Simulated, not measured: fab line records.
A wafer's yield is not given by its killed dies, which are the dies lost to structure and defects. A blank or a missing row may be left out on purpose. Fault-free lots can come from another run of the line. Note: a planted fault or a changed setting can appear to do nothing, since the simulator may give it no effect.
Comparing a struck lot with a sound one    flow sky130    44 steps out of a route of 708
Sound: these wafers, L674.2, L674.4, L674.6. Wafers struck: L677.3, L677.5, L677.6. The cause comes at the end.
At each step with rows: each side's tool, then ch and its chambers, then its first start. Under that, the readings that differ: sound wafers    struck wafers    difference of the means    sigmas: that difference in standard deviations of wafers without a fault.
alike: words and numbers the same on both sides, and readings whose means are apart by under 2 such deviations; not compared: readings that were withheld, readings missing a value for some wafer, numbers with overlapping values and no deviation given by the record, and bounds like >300 which may hide the same value.
Wherever a step has rows on one side only, a row that says differs or no value, or a row with sigmas, the two part there. Non-overlapping numbers with no deviation appear without sigmas and do not part them. A reading that every wafer of one side lacks parts them only if that side has two wafers or more.

first, 2 steps without rows for these wafers: SKY_DNWELL_DEVELOP_06 (develop time 60 s); SKY_DNWELL_IMPLANT_07.
SKY_DNWELL_STRIP_08: strips in O2/N2.
  sound on plasma-asher-04 ch 0,1, day 6 03:45; struck on plasma-asher-04 ch 0,1, day 6 18:05
  alike: drypump-motor-current-A, oes-product-au, strip-time-to-endpoint-s
  not compared: rf-hours-counter-h
SKY_DNWELL_TW_MEAS_09:
  sound: film-metro-03 at day 6 03:52; struck: film-metro-02 at day 6 18:10
  alike: DNWELL_TW
then, 7 steps without rows for these wafers: SKY_PWDE_DEHYDRATE_00 (time 60 s); SKY_PWDE_HMDS_01 (prime time 60 s); SKY_PWDE_COAT_02 (resist thk 3000 nm); SKY_PWDE_SOFTBAKE_03; SKY_PWDE_EXPOSE_04 (exposes mask PWDEM, target cd 840 nm); SKY_PWDE_PEB_05; SKY_PWDE_DEVELOP_06 (develop time 60 s).
SKY_PWDE_OVL_MEAS_07:
  sound: overlay-02 at day 6 21:46; struck: overlay-02 at day 7 13:25
  alike: PWDE_OVL
SKY_PWDE_IMPLANT_08:
  sound on implanter-02 ch 0, day 6 21:49; struck on implanter-02 ch 0, day 7 13:29
reading                    sound                 struck                difference  sigmas
beam-energy-keV            149.99 150.04 150.10  174.90 174.96 174.94  +24.89      +99 or more
model.implant.rp-nm (nm)   452.4 452.4 452.4     501.1 501.1 501.1     +48.7       
model.implant.drp-nm (nm)  97.97 97.97 97.97     103.7 103.7 103.7     +5.7        
SKY_PWDE_STRIP_09: strips in O2/N2.
  sound on plasma-asher-02 ch 0,1, day 6 21:56; struck on plasma-asher-01 ch 0,1, day 7 13:37
  alike: drypump-motor-current-A, oes-product-au, strip-time-to-endpoint-s
  not compared: rf-hours-counter-h
SKY_PWDE_TW_MEAS_10:
  sound: film-metro-02 at day 6 22:03; struck: film-metro-03 at day 7 13:43
reading  sound        struck       difference  sigmas
PWDE_TW  369 369 369  378 378 377  +9          +2
then, 7 steps without rows for these wafers: SKY_NWELL_DEHYDRATE_03 (time 60 s); SKY_NWELL_HMDS_04 (prime time 60 s); SKY_NWELL_COAT_05 (resist thk 3000 nm); SKY_NWELL_SOFTBAKE_06; SKY_NWELL_EXPOSE_07 (exposes mask NWM, target cd 840 nm); SKY_NWELL_PEB_08; SKY_NWELL_DEVELOP_09 (develop time 60 s).
SKY_NWELL_OVL_MEAS_10:
  sound: overlay-02 at day 7 17:04; struck: overlay-01 at day 8 07:27
  alike: NWELL_00_OVL
then, 3 steps without rows for these wafers: SKY_NWELL_IMPLANT_11; SKY_NWELL_IMPLANT_12; SKY_NWELL_IMPLANT_13.
SKY_NWELL_STRIP_14: strips in O2/N2.
  sound on plasma-asher-03 ch 0,1, day 7 17:32; struck on plasma-asher-04 ch 0,1, day 8 07:58
  alike: drypump-motor-current-A, oes-product-au, strip-time-to-endpoint-s
  not compared: rf-hours-counter-h
SKY_NWELL_TW_MEAS_15:
  sound: film-metro-04 at day 7 17:39; struck: film-metro-03 at day 8 08:02
  alike: NWELL_TW
then, 7 steps without rows for these wafers: SKY_NWELL_DEHYDRATE_16 (time 60 s); SKY_NWELL_HMDS_17 (prime time 60 s); SKY_NWELL_COAT_18 (resist thk 3000 nm); SKY_NWELL_SOFTBAKE_19; SKY_NWELL_EXPOSE_20 (exposes mask NWM COMPLEMENT, target cd 840 nm); SKY_NWELL_PEB_21; SKY_NWELL_DEVELOP_22 (develop time 60 s).
SKY_NWELL_OVL_MEAS_23:
  sound: overlay-02 at day 8 11:37; struck: overlay-02 at day 9 05:15
  alike: NWELL_01_OVL
following that, these wafers have no rows for 1 step: SKY_NWELL_IMPLANT_24.
SKY_NWELL_STRIP_25: strips in O2/N2.
  sound on plasma-asher-01 ch 0,1, day 8 11:47; struck on plasma-asher-04 ch 0,1, day 9 05:28
  alike: drypump-motor-current-A, oes-product-au, strip-time-to-endpoint-s
  not compared: rf-hours-counter-h
SKY_NWELL_TW_MEAS_26:
  sound: film-metro-04 at day 8 11:54; struck: film-metro-04 at day 9 05:32
  alike: NWELL_2_TW
then, 1 step without rows for these wafers: SKY_NWELL_CLEAN_27 (cleans in SC1/SC2, time 150 s).
SKY_NWELL_RTA_28: time 30 s.
  sound on rtp-anneal-01 ch 0, day 8 12:01; struck on rtp-anneal-02 ch 0, day 9 05:40
  alike: anneal-temp-c-max, lamp-power-pct, wafer_temp_C_max
SKY_NWELL_RS_MEAS_29: measures by four-point-probe.
  sound: film-metro-02 at day 8 12:07; struck: film-metro-03 at day 9 05:46
  alike: NWELL_RS
SKY_NWELL_RS_MEAS_31: measures by four-point-probe.
  sound: film-metro-02 at day 8 12:22; struck: film-metro-03 at day 9 06:01
reading           sound           struck          difference  sigmas
PWDE_RS (ohm/sq)  5283 5279 5258  5203 5201 5201  -72         -4
-- the record jumps here: 40 days lie between the struck wafers' starts before and after (it left off in module NWELL and takes up again in module PAD_OPEN, whose first step shown is number 708 of the route) --
SKY_PAD_OPEN_PROBE_99:
  sound: prober-01 at day 48 20:26; struck: prober-02 at day 49 06:04
reading                                    sound                     struck          difference  sigmas
model.etest.res_p_drift_20v.line-ohm-um    9967 1.157e+04 1.017e+04  8705 9488 8731  -1594       
model.etest.res_p_drift_20v.rs-ohm-sq      8365 9518 8393            7315 7940 7339  -1227       
model.etest.res-pwde-under-gate.rs-ohm-sq  6149 6155 6161            6231 6209 6261  +79         
  alike: killed_at_M0_to_M3, killed_at_M4_up, killed-at-contacts, killed-at-front-end, killed-at-other, killed-dies, killed-open, killed-short

== WHERE THEY PART ==
Last at SKY_NWELL_RS_MEAS_31 as far as this record goes, first at SKY_PWDE_IMPLANT_08. Later steps at which nothing parts them and some readings are alike: SKY_PAD_OPEN_PROBE_99.

WHY: what had been put in by the simulator
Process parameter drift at SKY_PWDE_IMPLANT_08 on implanter-02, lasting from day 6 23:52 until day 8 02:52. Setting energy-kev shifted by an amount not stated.
